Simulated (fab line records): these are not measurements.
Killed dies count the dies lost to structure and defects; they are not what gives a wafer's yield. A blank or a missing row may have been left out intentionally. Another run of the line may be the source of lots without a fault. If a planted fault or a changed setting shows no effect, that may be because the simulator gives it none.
A lot that was struck, set against a sound lot :: flow gf180mcu :: 20 steps out of a route of 602
Sound: wafers L643.1, L643.2, L643.4. Wafers L659.1, L659.2, L659.4 were the ones struck. At the end, the cause is stated.
Each step with rows lists, per side, the tool, then ch with its chambers, then its first start. Under that, the readings that differ: sound wafers :: struck wafers :: difference of the means :: sigmas: that difference in standard deviations of wafers without a fault.
alike: a reading whose means differ by less than 2 such deviations, as well as words and numbers matching on both sides. not compared: withheld readings; readings where some wafer has no value; bounds like >300 that might hide an equal value; numbers whose values overlap and for which the record gives no deviation.
A row with sigmas, a row that says differs or no value, or rows on one side alone: a step with any of these is where the two part. When numbers do not overlap yet have no deviation, they are printed without sigmas and do not part them. A reading that every wafer of one side lacks parts them only if that side has two wafers or more.

first, 1 step without rows for these wafers: GF_V3_CVD_00 (deposits SiO2, target thk 600 nm, time 100 s).
GF_V3_THK_MEAS_01:
  sound on film metro-04, day 21 21:34; struck on film metro-04, day 27 12:20
  alike: V3_CVD_00_THK
GF_V3_CVD_02: deposits SiO2 from TEOS, target thk 850 nm, time 94.851 s.
  sound on pecvd-03 ch 0,1, day 21 21:38; struck on pecvd-01 ch 0,2, day 27 12:23
  alike: heater power w
GF_V3_THK_MEAS_03:
  sound on film metro-03, day 21 21:42; struck on film metro-02, day 27 12:28
reading: V3_CVD_02_THK (nm)
sound: 868 867 868
struck: 840 829 843
difference: -30
sigmas: -3
GF_V3_CMP_04: polishes SiO2.
  sound on cmp-01 ch 1,2,3, day 21 21:46; struck on cmp-02 ch 0,2,3, day 27 12:31
  alike: edge zone pressure frac, head pressure psi, motor current A, time to endpoint s
GF_V3_BOW_MEAS_05:
  sound on film metro-03, day 21 22:04; struck on film metro-04, day 27 12:51
  alike: V3_BOW
then, 6 steps without rows for these wafers: GF_V3_DEHYDRATE_06 (time 60 s); GF_V3_HMDS_07 (prime time 60 s); GF_V3_COAT_08; GF_V3_COAT_09 (resist thk 1000 nm); GF_V3_SOFTBAKE_10 (time 60 s); GF_V3_EXPOSE_11 (exposes mask Via3, target cd 260 nm).
GF_V3_PEB_12: peb time 90 s.
  sound on litho track-03 ch 0, day 22 20:40; struck on litho track-03 ch 0, day 28 07:49
reading: heater power total W (W)
sound: 85.82 85.79 85.55
struck: 95.12 95.08 95.07
difference: +9.37
sigmas: +99 or more

reading: plate temp C (C)
sound: 135.02 135.29 135.17
struck: 146.34 146.39 146.43
difference: +11.23
sigmas: +86
then, 1 step without rows for these wafers: GF_V3_DEVELOP_13 (develop time 60 s).
GF_V3_CD_MEAS_14: the cd target is 260 nm.
  sound on cd sem-01, day 22 21:01; struck on cd sem-02, day 28 08:10
reading: cd nm (nm)
sound: 259.9 259.9 261.1
struck: 277.8 278.5 277.9
difference: +17.8
sigmas: +16
GF_V3_OVL_MEAS_15:
  sound on overlay-02, day 22 21:08; struck on overlay-02, day 28 08:17
reading: V3_OVL (nm)
sound: 2 0 1
struck: 17 11 9
difference: +11
sigmas: +2
GF_V3_ETCH_16: etches BARC in N2/H2.
  sound on rie diel-04 ch 0,2, day 22 21:11; struck on rie diel-03 ch 0,1,2, day 28 08:19
reading: model.V3.cd nm (nm)
sound: 260 259.5 261.1
struck: 277.8 278.5 277.9
difference: +17.9
sigmas: 
  alike: chamber pressure mTorr, drypump motor current A, n2 flow sccm, oes product au, throttle valve pct
GF_V3_ETCH_17: etches SiO2 in C4F8/O2/Ar, stops on TiN, target depth 635 nm.
  sound on rie diel-04 ch 0,2; struck on rie diel-03 ch 0,1,2
reading: model.V3.cd nm (nm)
sound: 260.3 259.2 261.3
struck: 278.2 279 278.6
difference: +18.3
sigmas: 
  alike: chamber pressure mTorr, oes product au
GF_V3_STRIP_18: strips in O2/N2.
  sound on plasma asher-04 ch 0,1, day 22 21:18; struck on plasma asher-04 ch 0,1, day 28 08:27
  alike: chamber pressure mTorr, drypump motor current A, heater power w, n2 flow sccm, oes product au
  not compared: rf hours counter h
-- the record jumps here: 6 days lie between the struck wafers' starts before and after (it left off in module V3 and takes up again in module PASSIVATION, whose first step shown is number 602 of the route) --
GF_PASSIVATION_PROBE_99:
  record: rows for the struck wafers here (prober-02, day 33 22:01), none for the sound ones

== WHERE THEY PART ==
Earliest at GF_V3_THK_MEAS_03; latest, in this record, at GF_PASSIVATION_PROBE_99.

WHY: what had been put in by the simulator
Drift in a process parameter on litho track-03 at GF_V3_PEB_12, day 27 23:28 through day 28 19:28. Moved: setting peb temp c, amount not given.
